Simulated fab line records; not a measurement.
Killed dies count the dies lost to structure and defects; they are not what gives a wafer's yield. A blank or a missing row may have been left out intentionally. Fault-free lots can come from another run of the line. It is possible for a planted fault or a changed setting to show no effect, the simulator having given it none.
What tool caused it? | flow gf180mcu | 12 lots with 35 wafers sampled at 3 steps, on a route of 602 steps

== WHAT THE GAUGES SHOWED, per wafer ==
GF_MIM_THK_MEAS_11: measures by xrf. Usual: MIM_ALCU_THK 200.4 nm, standard deviation 2.5.
lot  | measured     | on            | MIM_ALCU_THK (nm) | flag
L152 | day 24 21:04 | film-metro-03 | 199.6 200.7 201.8 |
L155 | day 26 00:31 | film-metro-01 | 202.5 207.1 201.7 |
L156 | day 26 01:19 | film-metro-02 | 203.1 201.1 202.9 |
L157 | day 26 15:31 | film-metro-02 | 198.1 198.1 197.9 |
L159 | day 27 03:50 | film-metro-02 | 197.6 200.6 200.0 |
L165 | day 29 02:14 | film-metro-02 | 198.5 195.9 199.3 |
L169 | day 30 07:11 | film-metro-01 | 196.4 196.0       |
L170 | day 30 09:23 | film-metro-02 | 202.4 197.8 201.5 |
L171 | day 30 15:42 | film-metro-02 | 198.9 199.9 197.3 |
L172 | day 31 01:01 | film-metro-03 | 202.2 203.1 199.9 |
L173 | day 31 03:49 | film-metro-03 | 201.9 203.3 201.7 |
L174 | day 31 09:59 | film-metro-02 | 203.7 200.9 201.1 |

GF_M5_OVL_MEAS_08. Usual: M5_OVL 2 nm, standard deviation 5.3.
lot  | measured     | on         | M5_OVL (nm) | flag
L152 | day 26 15:22 | overlay-01 | 1 3 -5      |
L155 | day 27 18:13 | overlay-02 | 1 -7 0      |
L156 | day 27 18:53 | overlay-02 | 4 3 5       |
L157 | day 28 07:43 | overlay-01 | 5 4 12      |
L159 | day 28 20:54 | overlay-01 | -1 -2 1     |
L165 | day 30 16:02 | overlay-01 | 3 5 -3      |
L169 | day 31 19:04 | overlay-02 | 7 -2        |
L170 | day 31 21:07 | overlay-02 | 4 -4 -3     |
L171 | day 32 03:22 | overlay-02 | 2 7 7       |
L172 | day 32 11:55 | overlay-02 | 5 4 4       |
L173 | day 32 14:08 | overlay-02 | -5 9 -2     |
L174 | day 32 19:25 | overlay-01 | 6 4 7       |

== TOOL THAT RAN EACH LOT (tool first, then ch and the chambers of the sampled wafers, then the start) ==
lot  | GF_MIM_STRIP_20
L152 | plasma-asher-03 ch 0,1, day 25 17:47
L155 | plasma-asher-04 ch 0,1, day 26 20:59
L156 | plasma-asher-03 ch 0,1, day 26 21:26
L157 | plasma-asher-03 ch 0,1, day 27 11:45
L159 | plasma-asher-03 ch 0, day 28 00:11
L165 | plasma-asher-04 ch 0,1, day 29 21:06
L169 | plasma-asher-04 ch 0, day 31 01:13
L170 | plasma-asher-02 ch 0,1, day 31 03:20
L171 | plasma-asher-02 ch 0,1, day 31 09:51
L172 | plasma-asher-02 ch 0, day 31 18:28
L173 | plasma-asher-04 ch 0,1, day 31 21:10
L174 | plasma-asher-02 ch 0,1, day 32 02:59
- GF_MIM_STRIP_20: strips in O2/N2.

== WHAT THE TOOLS THEMSELVES READ (means of the sampled wafers that have a number; where no wafer has one, the mark that the record gives instead) ==
GF_MIM_STRIP_20. Usual: drypump-motor-current-A 5.59 A, standard deviation 0.22; heater-power-w 331 W, standard deviation 39; n2-flow-sccm 300.1 sccm, standard deviation 0.81; oes-product-au 0.692 a.u., standard deviation 0.0044; strip-time-to-endpoint-s 11.22 s, standard deviation 0.04.
lot  | tool            | drypump-motor-current-A (A) | heater-power-w (W) | n2-flow-sccm (sccm) | oes-product-au (a.u.) | strip-time-to-endpoint-s (s) | flag
L152 | plasma-asher-03 | 5.52                        | 360                | 300.5               | 0.694                 | 11.25                        |
L155 | plasma-asher-04 | 5.55                        | 283                | 300.1               | 0.688                 | 11.22                        |
L156 | plasma-asher-03 | 5.58                        | 354                | 299.8               | 0.692                 | 11.21                        |
L157 | plasma-asher-03 | 5.59                        | 353                | 300.8               | 0.691                 | 11.29                        |
L159 | plasma-asher-03 | 5.64                        | 338                | 298.8               | 0.689                 | 11.20                        |
L165 | plasma-asher-04 | 5.70                        | 295                | 300.6               | 0.692                 | 11.26                        |
L169 | plasma-asher-04 | 5.85                        | 322                | 299.4               | 0.690                 | 11.18                        |
L170 | plasma-asher-02 | 5.72                        | 364                | 299.5               | 0.691                 | 11.22                        |
L171 | plasma-asher-02 | 5.46                        | 365                | 299.9               | 0.692                 | 11.19                        |
L172 | plasma-asher-02 | 5.96                        | 364                | 300.2               | 0.690                 | 11.19                        |
L173 | plasma-asher-04 | 5.70                        | 302                | 299.8               | 0.693                 | 11.22                        |
L174 | plasma-asher-02 | 5.46                        | 362                | 300.6               | 0.694                 | 11.27                        |

== THE ANSWER, worked out from the rows above alone ==
Rule: lot off if the mean of its wafers having a number is beyond 3 standard deviations from the usual mean. Also off: a lot with no number at a reading for which 4 or more lots have one. Where the step has rows for the other lots, those lots are counted as sound. The gauges are gone through in route order, then the tools' own readings, and for those a lot's mean is taken as printed above. At the first step where some lot is off, the reading lying furthest off is the one used; lots without a number count as furthest.
Nothing can be told from this: no lot is off at any reading shown.

== WHAT THE SIMULATOR PUT IN ==
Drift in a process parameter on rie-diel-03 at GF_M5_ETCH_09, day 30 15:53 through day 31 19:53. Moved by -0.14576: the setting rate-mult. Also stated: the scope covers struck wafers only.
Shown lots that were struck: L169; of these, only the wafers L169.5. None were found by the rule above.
